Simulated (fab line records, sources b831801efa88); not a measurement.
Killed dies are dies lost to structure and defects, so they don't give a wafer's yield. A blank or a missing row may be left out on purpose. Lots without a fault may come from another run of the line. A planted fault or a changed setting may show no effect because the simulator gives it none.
One fault seen from 2 desks | flow sky130 | each desk has only its own numbers; what lay behind them comes last

THE TOOL OWNER'S DESK: lpcvd-02
The tool's own readings at SKY_POLY_GATE_CVD_03 (deposits Si3N4 from DCS/NH3, target thk 75 nm, time 1290 s): means of the sampled wafers that have a number, for each lot that ran on this tool. A lot is out of limits, marked OUT, if its mean lies more than 4 standard deviations from the usual mean; the brackets give that distance.
Columns: A = susceptor_temp_C at SKY_POLY_GATE_CVD_03, usual 769.9 C; B = zone_power_lower_pct at SKY_POLY_GATE_CVD_03, usual 13.7 %
lot  | first seen here | A     | B
L271 | day 16 09:43    | 770.2 | 13.2
L273 | day 16 15:27    | 770.2 | 13.3
L272 | day 16 17:35    | 770.2 | 13.3
L280 | day 19 21:46    | 769.4 | 13.3
L281 | day 20 06:00    | 769.7 | 13.3
L283 | day 21 08:57    | 770.3 | 13.2
L286 | day 21 23:44    | 769.8 | 13.4
L288 | day 22 22:05    | 769.8 | 13.2
L289 | day 23 02:37    | 770.3 | 14.2
L290 | day 23 03:59    | 770.2 | 14.2
This desk's finding: nothing out of limits on any of the 10 lots.

THE METROLOGY DESK
What the gauges read, lot by lot, whatever tool the lot ran on: means of the sampled wafers that have a number. A lot is out of limits, marked OUT, if its mean lies more than 4 standard deviations from the usual mean; the brackets give that distance.
Columns: A = SONOS_TUNNEL_OVL at SKY_SONOS_TUNNEL_OVL_MEAS_08, usual 0.2 nm; B = GATE_OXIDE_TW at SKY_GATE_OXIDE_TW_MEAS_14, usual 223; C = POLY_GATE_CVD_03_THK at SKY_POLY_GATE_THK_MEAS_04, usual 74.7 nm; D = cd_nm at SKY_POLY_GATE_CD_MEAS_22, usual 149.0 nm
lot  | first seen here | A    | B   | C               | D
L271 | day 12 11:05    | -0.3 | 224 | 135.3 (+89) OUT | 150.7
L272 | day 12 19:35    | -0.3 | 219 | 134.5 (+88) OUT | 149.7
L273 | day 12 21:33    | 1.9  | 230 | 134.8 (+88) OUT | 149.5
L280 | day 15 10:25    | -0.1 | 228 | 74.8            | 147.9
L281 | day 15 18:57    | 0.4  | 220 | 74.6            | 149.8
L283 | day 16 15:27    | -0.5 | 220 | 74.5            | 147.8
L286 | day 17 09:39    | -0.4 | 219 | 74.6            | 151.9
L288 | day 18 08:29    | 1.2  | 222 | 75.3            | 150.4
L289 | day 18 16:14    | 0.7  | 222 | 74.8            | 148.8
L290 | day 18 20:06    | -0.3 | 219 | 74.2            | 146.0
This desk's finding: out of limits on L271, L272, L273; first on L271, day 16 11:04 (POLY_GATE_CVD_03_THK at SKY_POLY_GATE_THK_MEAS_04). In limits: L280, L281, L283, L286, L288, L289, L290.

PUT TOGETHER
The metrology desk could have raised an alarm at day 16 11:04, on L271, L272, L273.
The tool owner's desk saw nothing out of limits.
The tool owner's desk has L271, L272, L273 on record, within its limits.
Of the lots named, all ran SKY_POLY_GATE_CVD_03 on lpcvd-02.

WHAT THE SIMULATOR HAD PUT IN
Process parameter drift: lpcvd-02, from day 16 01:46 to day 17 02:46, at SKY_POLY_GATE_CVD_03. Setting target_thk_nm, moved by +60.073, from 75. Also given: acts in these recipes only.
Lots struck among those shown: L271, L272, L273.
Hours from the fault's start to each desk's first reading out of limits: the metrology desk, 9.
